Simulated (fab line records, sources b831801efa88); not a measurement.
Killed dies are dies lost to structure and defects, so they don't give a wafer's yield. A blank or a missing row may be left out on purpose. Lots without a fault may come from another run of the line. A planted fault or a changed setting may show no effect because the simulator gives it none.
fab line records | flow sky130
record lots=12 wafers=36 last_day=50
route steps=708 shown POLY_CUT@316 RES_XHIGH@360 LI_CONTACT@362
lots that met no fault: from a run of the same line without faults
start_h: hours from the record's first day to the start of the lot's first wafer shown | wait_h: hours since the lot's step before | " the same as in the row above | L1.1+2: a row that stands for several wafers | - no value, or no start given | * or withheld: withheld | < > ~ a bound
route shown NAME@n: a module of which the file shows steps, and the number in the route of the first | usual: mean/standard deviation of fault-free wafers | same: alike in all rows | chamber/n: place in a boat | sites: the reading at each site | _std_site: their standard deviation | _edge_site: outer sites' mean less inner sites' | radius_mm: how far each site lies from the wafer's centre | mask NAME#n: copy n | behind: the tool/chamber that last shaped the wafer | hold: why the lot was held/for how many hours/how that ended | device: the transistor (n, p or np) that didn't switch | end of line: the same wafers' tests at the end of the route | a step without rows: its recipe alone | killed: dies lost to structure and defects at the first sort, not the wafer's yield | map: a wafer's dies, x killed, . not, _ none there
set.NAME: the setting as run; set.NAME@STEP: as run at that earlier step | model.NAME: the simulator's own value behind a step, which no gauge read
steps of the route over a sample of lots; a table a step, a row a wafer
services: from which hour (start_h, from the record's first day; less than 0 if before it) a tool's chamber was out of use, for how many hours, and why
## steps
# step SKY_POLY_CUT_OVL_MEAS_09
# usual POLY_CUT_OVL=0/6.9
# columns lot.wafer tool chamber start_h wait_h POLY_CUT_OVL[nm]
L477.1 overlay-02 - 582.46 0.1 -8
L477.3 " - " " -8
L477.6 " - " " 5
L478.2 overlay-01 - 592.61 0.1 -17
L478.3 " - " " -7
L478.6 " - " " -23
L480.1 overlay-01 - 619.53 0.1 3
L480.2 " - " " 1
L480.6 " - " " -7
L482.1 overlay-02 - 635.88 0.1 0
L482.3 " - " " 6
L482.5 " - " " 5
L483.1 overlay-02 - 636.71 0.1 6
L483.4 " - " " -10
L483.5 " - " " 5
L487.3 overlay-02 - 664.97 0.1 -6
L487.4 " - " " -1
L487.6 " - " " 2
L491.3 overlay-01 - 688.17 0.1 -1
L491.4 " - " " 1
L491.6 " - " " 9
L492.2 overlay-01 - 702.11 0.1 -2
L492.3 " - " " -10
L492.5 " - " " -11
L494.2 overlay-01 - 711.91 0.1 -4
L494.5 " - " " -1
L494.6 " - " " -1
L495.1 overlay-01 - 720.19 0.1 -1
L495.2 " - " " 4
L495.4 " - " " 1
L496.2 overlay-01 - 726.38 0.1 -12
L496.3 " - " " 8
L496.6 " - " " 1
L498.1 overlay-02 - 736.06 0.1 8
L498.2 " - " " -4
L498.4 " - " " 3
# step SKY_SD_N_RS_MEAS_18
# recipe thk_meas_gauge=four-point-probe
# usual RES_XHIGH_RS=333.0/1.2
# columns lot.wafer tool chamber start_h wait_h RES_XHIGH_RS[ohm/sq]
L477.1 film_metro-02 - 672.32 0.1 334.1
L477.3 " - " " 332.6
L477.6 " - " " 332.9
L478.2 film_metro-04 - 680.24 0.1 333.5
L478.3 " - " " 333.1
L478.6 " - " " 333.8
L480.1 film_metro-04 - 707.02 0.1 333.9
L480.2 " - " " 333.9
L480.6 " - " " 335.5
L482.1 film_metro-02 - 722.67 0.1 331.6
L482.3 " - " " 332.4
L482.5 " - " " 333.3
L483.1 film_metro-04 - 723.67 0.1 332.5
L483.4 " - " " 332.6
L483.5 " - " " 333.1
L487.3 film_metro-03 - 751.86 0.1 333.4
L487.4 " - " " 333.5
L487.6 " - " " 334.1
L491.3 film_metro-03 - 773.51 0.1 333.2
L491.4 " - " " 333.3
L491.6 " - " " 333.5
L492.2 film_metro-03 - 786.04 0.1 333.9
L492.3 " - " " 334.5
L492.5 " - " " 333.3
L494.2 film_metro-02 - 796.29 0.1 331.3
L494.5 " - " " 331.1
L494.6 " - " " 331.5
L495.1 film_metro-03 - 803.82 0.1 334.3
L495.2 " - " " 334.0
L495.4 " - " " 332.9
L496.2 film_metro-04 - 810.65 0.1 333.7
L496.3 " - " " 332.6
L496.6 " - " " 334.9
L498.1 film_metro-04 - 819.83 0.1 334.2
L498.2 " - " " 334.6
L498.4 " - " " 334.1
# step SKY_LI_CONTACT_HDPCVD_00
# recipe material=PSG target_thk_nm=930 sigma_open_frac=0.3 time_s=155 temp_c=600 sih4_flow_sccm=60 pressure_mtorr=6
# usual sih4_flow_sccm=59.99/0.19
# same time_s=155
# columns lot.wafer tool chamber start_h wait_h sih4_flow_sccm
L477.1 hdpcvd-01 1 672.46 0.0 59.83
L477.3 " 0 " " 59.97
L477.6 " 1 " " 60.03
L478.2 hdpcvd-02 1 680.36 0.0 60.12
L478.3 " 2 " " 59.79
L478.6 " 1 " " 60.00
L480.1 hdpcvd-02 1 707.16 0.0 60.14
L480.2 " 0 " " 59.92
L480.6 " 0 " " 59.85
L482.1 hdpcvd-02 1 722.81 0.0 60.08
L482.3 " 0 " " 59.87
L482.5 " 2 " " 59.95
L483.1 hdpcvd-02 2 723.80 0.0 60.27
L483.4 " 1 " " 59.87
L483.5 " 0 " " 60.17
L487.3 hdpcvd-01 0 751.96 0.0 60.11
L487.4 " 0 " " 60.04
L487.6 " 2 " " 59.85
L491.3 hdpcvd-02 0 773.61 0.0 48.01
L491.4 " 1 " " 48.17
L491.6 " 0 " " 47.63
L492.2 hdpcvd-02 2 786.16 0.0 47.71
L492.3 " 0 " " 47.95
L492.5 " 2 " " 47.60
L494.2 hdpcvd-01 2 796.41 0.0 59.94
L494.5 " 2 " " 60.14
L494.6 " 1 " " 59.93
L495.1 hdpcvd-01 2 803.96 0.0 59.47
L495.2 " 0 " " 60.09
L495.4 " 1 " " 60.12
L496.2 hdpcvd-01 2 810.77 0.0 60.06
L496.3 " 0 " " 59.91
L496.6 " 1 " " 60.13
L498.1 hdpcvd-01 1 819.97 0.0 59.55
L498.2 " 0 " " 60.16
L498.4 " 1 " " 59.51
# step SKY_LI_CONTACT_THK_MEAS_01
# recipe reads=PSG_of_LI_CONTACT_HDPCVD_00
# usual LI_CONTACT_HDPCVD_THK=933/9.4
# columns lot.wafer tool chamber start_h wait_h LI_CONTACT_HDPCVD_THK[nm]
L477.1 film_metro-02 - 672.56 0.1 939
L477.3 " - " " 939
L477.6 " - " " 946
L478.2 film_metro-02 - 680.47 0.1 930
L478.3 " - " " 939
L478.6 " - " " 918
L480.1 film_metro-02 - 707.26 0.1 916
L480.2 " - " " 939
L480.6 " - " " 942
L482.1 film_metro-03 - 722.91 0.1 920
L482.3 " - " " 940
L482.5 " - " " 936
L483.1 film_metro-02 - 723.91 0.1 946
L483.4 " - " " 929
L483.5 " - " " 952
L487.3 film_metro-02 - 752.08 0.1 938
L487.4 " - " " 945
L487.6 " - " " 932
L491.3 film_metro-04 - 773.73 0.1 736
L491.4 " - " " 731
L491.6 " - " " 728
L492.2 film_metro-02 - 786.27 0.1 755
L492.3 " - " " 754
L492.5 " - " " 755
L494.2 film_metro-04 - 796.52 0.1 931
L494.5 " - " " 937
L494.6 " - " " 937
L495.1 film_metro-04 - 804.06 0.1 937
L495.2 " - " " 935
L495.4 " - " " 938
L496.2 film_metro-03 - 810.88 0.1 944
L496.3 " - " " 934
L496.6 " - " " 936
L498.1 film_metro-03 - 820.08 0.1 930
L498.2 " - " " 933
L498.4 " - " " 931
# step SKY_LI_CONTACT_CMP_02
# recipe material=PSG down_force_psi=4 platen_rpm=60 pad_velocity_m_s=0.94248
# usual motor_current_A=11.7/0.75 time_to_endpoint_s=32.7/2.6
# columns lot.wafer tool chamber start_h wait_h motor_current_A time_to_endpoint_s
L477.3 cmp-02 3 672.62 0.0 12.7 31.6
L477.1 " 2 " " 12.7 31.5
L477.6 " 0 " " 11.4 31.1
L478.3 cmp-02 0 680.57 0.1 11.5 34.1
L478.2 " 2 " " 13.2 31.0
L478.6 " 3 " " 11.6 30.8
L480.2 cmp-01 2 707.42 0.1 12.0 34.1
L480.1 " 3 " " 12.3 30.0
L480.6 " 0 " " 10.0 36.6
L482.3 cmp-02 3 723.07 0.1 11.7 33.9
L482.1 " 0 " " 11.5 31.7
L482.5 " 2 " " 12.7 29.1
L483.1 cmp-01 3 723.97 0.1 12.5 33.2
L483.4 " 2 " " 10.5 32.1
L483.5 " 0 " " 10.7 38.0
L487.4 cmp-02 0 752.22 0.1 12.0 33.8
L487.3 " 1 " " 12.1 33.8
L487.6 " 2 " " 13.2 30.0
L491.4 cmp-01 2 773.77 0.0 11.6 13.4
L491.3 " 3 " " 11.8 12.0
L491.6 " 2 " " 11.7 12.6
L492.3 cmp-01 2 786.37 0.1 11.3 12.9
L492.2 " 3 " " 12.1 13.0
L492.5 " 1 " " 10.7 16.0
L494.2 cmp-02 0 796.57 0.0 11.5 33.7
L494.5 " 0 " " 11.2 35.6
L494.6 " 1 " " 11.6 34.5
L495.2 cmp-01 3 804.12 0.0 11.5 33.7
L495.1 " 0 " " 11.4 38.3
L495.4 " 2 " " 11.9 37.8
L496.3 cmp-02 1 810.98 0.1 11.5 34.1
L496.2 " 3 " " 11.6 37.0
L496.6 " 0 " " 11.3 33.5
L498.2 cmp-01 3 824.22 4.1 12.7 29.2
L498.1 " 0 " " 10.5 36.3
L498.4 " 1 " " 10.9 37.9
# step SKY_LI_CONTACT_CD_MEAS_12
# recipe target_cd_nm=170
# usual cd_nm=170.3/1.6
# columns lot.wafer tool chamber start_h wait_h cd_nm
L477.1 cd_sem-02 - 701.34 - 172.4
L477.3 " - " " 171.9
L477.6 " - " " 172.0
L478.2 cd_sem-02 - 709.09 - 169.2
L478.3 " - " " 170.4
L478.6 " - " " 168.1
L480.1 cd_sem-02 - 735.97 - 169.5
L480.2 " - " " 169.2
L480.6 " - " " 168.4
L482.1 cd_sem-01 - 751.19 - 170.3
L482.3 " - " " 169.9
L482.5 " - " " 171.7
L483.1 cd_sem-02 - 752.04 - 168.3
L483.4 " - " " 168.8
L483.5 " - " " 168.9
L487.3 cd_sem-01 - 779.43 - 173.7
L487.4 " - " " 174.1
L487.6 " - " " 173.1
L491.3 cd_sem-02 - 800.66 - 170.1
L491.4 " - " " 169.8
L491.6 " - " " 169.4
L492.2 cd_sem-02 - 813.69 - 170.5
L492.3 " - " " 169.8
L492.5 " - " " 171.0
L494.2 cd_sem-02 - 824.09 - 169.7
L494.5 " - " " 170.6
L494.6 " - " " 171.0
L495.1 cd_sem-02 - 830.99 - 174.0
L495.2 " - " " 172.5
L495.4 " - " " 172.4
L496.2 cd_sem-02 - 837.21 - 169.8
L496.3 " - " " 169.7
L496.6 " - " " 169.1
L498.1 cd_sem-02 - 851.59 - 167.8
L498.2 " - " " 170.1
L498.4 " - " " 168.8
## services
# columns tool chamber start_h hours kind
hdpcvd-01 - 650.75 15.0 pm
hdpcvd-01 0 650.75 15.0 vent_cycle
hdpcvd-01 1 650.75 15.0 vent_cycle
hdpcvd-01 2 650.75 15.0 vent_cycle
cmp-02 - 653.47 0.2 repair
cmp-02 - 658.15 0.4 repair
cmp-02 - 658.55 8.2 pm
hdpcvd-01 0 665.75 - clean
hdpcvd-01 1 665.75 - clean
hdpcvd-01 2 665.75 - clean
cmp-01 - 686.30 4.0 pm
cmp-02 - 711.32 4.3 repair
hdpcvd-01 - 718.50 5.5 pm
hdpcvd-01 - 742.69 4.3 pm
cmp-02 - 744.00 4.0 pm
hdpcvd-02 - 745.12 2.1 repair
cmp-02 - 748.00 - consumable_replace:conditioner
cmp-02 - 748.00 - consumable_replace:pad
hdpcvd-01 2 754.49 15.6 repair
cmp-01 - 759.02 2.1 repair
cmp-01 - 784.23 1.7 repair
hdpcvd-02 0 789.12 5.7 repair
cmp-02 - 817.50 8.1 pm
cmp-01 - 819.18 3.8 repair
## key
first_sign step=SKY_LI_CONTACT_HDPCVD_00 reading=sih4_flow_sccm direction=down sigmas=63 usual=59.99 struck=47.84
effect step=SKY_LI_CONTACT_THK_MEAS_01 reading=LI_CONTACT_HDPCVD_THK direction=down sigmas=20 usual=933 struck=743
effect step=SKY_LI_CONTACT_CMP_02 reading=time_to_endpoint_s direction=down sigmas=7.6 usual=* struck=*
met_at SKY_LI_CONTACT_HDPCVD_00
struck_lots L491,L492
tester_left_out L491,L492
not_acting_at SKY_POLY_CUT_OVL_MEAS_09,SKY_SD_N_RS_MEAS_18,SKY_LI_CONTACT_CD_MEAS_12
onset_between 723.80 773.61
fault kind=process_parameter_drift tool=hdpcvd-02 chamber=- onset_h=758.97 steps=SKY_LI_CONTACT_HDPCVD_00 channel=sih4_flow_sccm offset=-12 shape=step end_h=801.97 acts_in=these_recipes_only stated=60
# tester_left_out: of these lots the tester's yield and bins aren't shown, on N5 and GAA mostly nor the transistor test; their killed dies are dies lost to structure and defects alone, not to doping, threshold or leakage, so they don't give the yield
